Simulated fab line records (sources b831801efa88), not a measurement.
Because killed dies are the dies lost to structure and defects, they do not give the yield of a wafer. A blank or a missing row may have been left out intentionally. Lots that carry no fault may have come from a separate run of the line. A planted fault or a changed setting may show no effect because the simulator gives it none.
A struck lot beside a sound one | flow gf180mcu | 14 steps out of a route of 602
Sound: these wafers, L696.1, L696.2, L696.4. The struck wafers were L703.1, L703.3, L703.6. The cause is named last.
For every step that has rows: the tool of each side, followed by ch and its chambers, followed by its first start. Under that, the readings that differ: sound wafers | struck wafers | difference of the means | sigmas: that difference in standard deviations of wafers without a fault.
alike: a reading whose means differ by less than 2 such deviations, as well as words and numbers matching on both sides. not compared: withheld readings; readings where some wafer has no value; bounds like >300 that might hide an equal value; numbers whose values overlap and for which the record gives no deviation.
The two part at a step that has a row with sigmas, a row that says differs or no value, or rows on one side only. Numbers that have no deviation but don't overlap get no sigmas and don't part them. A reading that every wafer of one side lacks parts them only if that side has two wafers or more.

first, 4 steps without rows for these wafers: GF_VT_IMPLANT_SOFTBAKE_25 (time 60 s); GF_VT_IMPLANT_EXPOSE_26 (exposes mask LVPWELL HV AREA, target cd 860 nm); GF_VT_IMPLANT_PEB_27; GF_VT_IMPLANT_DEVELOP_28 (develop time 60 s).
GF_VT_IMPLANT_OVL_MEAS_29:
  sound on overlay-02, day 9 16:26; struck on overlay-02, day 11 12:04
  alike: VT_IMPLANT_02_OVL
then, 1 step without rows for these wafers: GF_VT_IMPLANT_IMPLANT_30.
GF_VT_IMPLANT_STRIP_31: strips in O2/N2.
  sound on plasma-asher-01 ch 0,1, day 9 16:37; struck on plasma-asher-04 ch 0,1, day 11 12:16
  alike: drypump-motor-current-A, heater-power-w, oes-product-au, strip-time-to-endpoint-s
  not compared: rf-hours-counter-h
GF_VT_IMPLANT_TW_MEAS_32:
  sound on film-metro-03, day 9 16:43; struck on film-metro-03, day 11 12:22
  alike: VT_IMPLANT_3_TW
then, 4 steps without rows for these wafers: GF_VT_IMPLANT_DEHYDRATE_33 (time 60 s); GF_VT_IMPLANT_HMDS_34 (prime time 60 s); GF_VT_IMPLANT_COAT_35 (resist thk 1000 nm); GF_VT_IMPLANT_SOFTBAKE_36 (time 60 s).
GF_VT_IMPLANT_EXPOSE_37: exposes mask Nwell HV AREA, target cd 860 nm.
  sound on iline-stepper-01 ch 0, day 10 01:20; struck on iline-stepper-02, day 11 21:45
  no value came back on the struck wafers for exposure-dose-mJ-cm2, focus-offset-nm (nm); on the sound wafers exposure-dose-mJ-cm2 reads 140.02 140.02 140.21
  reading                            | sound                | struck               | difference | sigmas
  model.VT_IMPLANT.overlay-x-nm (nm) | 0.4887 0.4887 0.4887 | -0.469 -0.469 -0.469 | -0.958     |
  alike: mask
then, 1 step without rows for these wafers: GF_VT_IMPLANT_PEB_38.

== WHERE THEY PART ==
Within this record, at GF_VT_IMPLANT_EXPOSE_37 only.

WHY: whatever the simulator had introduced
Skipped step whole: iline-stepper-02, from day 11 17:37 on, at GF_VT_IMPLANT_EXPOSE_37. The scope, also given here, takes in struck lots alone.
